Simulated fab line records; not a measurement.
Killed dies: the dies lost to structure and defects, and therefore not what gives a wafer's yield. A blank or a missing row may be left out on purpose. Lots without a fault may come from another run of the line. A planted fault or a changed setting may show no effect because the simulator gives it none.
Which tool did it? ; flow sfqLine ; route of 325 steps, sampled at 1 step: 14 lots, 42 wafers

## WHAT EACH GAUGE READ, for each wafer
No reading from a measuring or inspecting step in the record can be judged against a usual standard deviation.

## WHAT TOOL EACH LOT RAN ON (gives the tool, then ch and the chambers of the sampled wafers, and finally the start)
lot;SFQ_TRILAYER_I0_VIA_BARC_OPEN_VIA_ETCH_046
L886;rieDiel-04 ch 2,3, day 10 23:16
L887;rieDiel-02 ch 0,1,2, day 11 03:37
L888;rieDiel-02 ch 0,1, day 11 07:13
L891;rieDiel-02 ch 2,3, day 12 06:01
L892;rieDiel-04 ch 2,3, day 12 09:37
L897;rieDiel-02 ch 1,2, day 14 19:59
L898;rieDiel-02 ch 0,1,2, day 15 04:23
L900;rieDiel-04 ch 0,3, day 15 21:17
L901;rieDiel-04 ch 0,3, day 16 04:17
L903;rieDiel-04 ch 0,1,3, day 18 03:24
L904;rieDiel-04 ch 0,1,2, day 18 10:36
L905;rieDiel-02 ch 0,2,3, day 18 15:34
L906;rieDiel-02 ch 0,3, day 18 22:37
L908;rieDiel-02 ch 0,2, day 19 14:12
- SFQ_TRILAYER_I0_VIA_BARC_OPEN_VIA_ETCH_046: etches BARC in O2, target depth 125 nm, time 41.7 s.

## WHAT THE TOOLS THEMSELVES READ (means of the sampled wafers that have a number; where no wafer has one, the mark that the record gives instead)
SFQ_TRILAYER_I0_VIA_BARC_OPEN_VIA_ETCH_046. Usual: drypumpMotorCurrentA 5.7 A, standard deviation 0.57; oesProductAu 0.685 a.u., standard deviation 0.0042; runLengthS 70.0 s, standard deviation 0.45.
lot;tool;drypumpMotorCurrentA (A);oesProductAu (a.u.);runLengthS (s);flag
L886;rieDiel-04;5.8;0.685;70.1;
L887;rieDiel-02;5.6;0.686;69.7;
L888;rieDiel-02;5.3;0.684;70.2;
L891;rieDiel-02;5.7;0.682;70.4;
L892;rieDiel-04;6.1;0.684;69.3;
L897;rieDiel-02;5.1;0.669;72.5;OFF
L898;rieDiel-02;5.6;0.671;72.3;OFF
L900;rieDiel-04;6.0;0.690;69.6;
L901;rieDiel-04;6.0;0.686;69.4;
L903;rieDiel-04;6.0;0.689;69.7;
L904;rieDiel-04;5.8;0.686;70.1;
L905;rieDiel-02;5.9;0.688;69.9;
L906;rieDiel-02;6.2;0.685;69.8;
L908;rieDiel-02;6.1;0.685;69.7;

## THE ANSWER, worked out from the rows above alone
Rule: lot off if the mean of its wafers having a number is beyond 3 standard deviations from the usual mean. A lot without any number at a reading at which 4 lots or more have one is off too. The other lots that the step has rows for count as sound. After the gauges, taken in route order, come the tools' own readings; for these a lot's mean is taken, as printed above. At the first step where some lot is off, the reading lying furthest off is the one used; lots without a number count as furthest.
Off, at SFQ_TRILAYER_I0_VIA_BARC_OPEN_VIA_ETCH_046 on runLengthS: L897, L898.
A tool fits if, at that step or a process step before it, it ran every lot that is off, and no sound lot after the first of them. Of those tried, none fits.

## WHAT THE SIMULATOR PUT IN
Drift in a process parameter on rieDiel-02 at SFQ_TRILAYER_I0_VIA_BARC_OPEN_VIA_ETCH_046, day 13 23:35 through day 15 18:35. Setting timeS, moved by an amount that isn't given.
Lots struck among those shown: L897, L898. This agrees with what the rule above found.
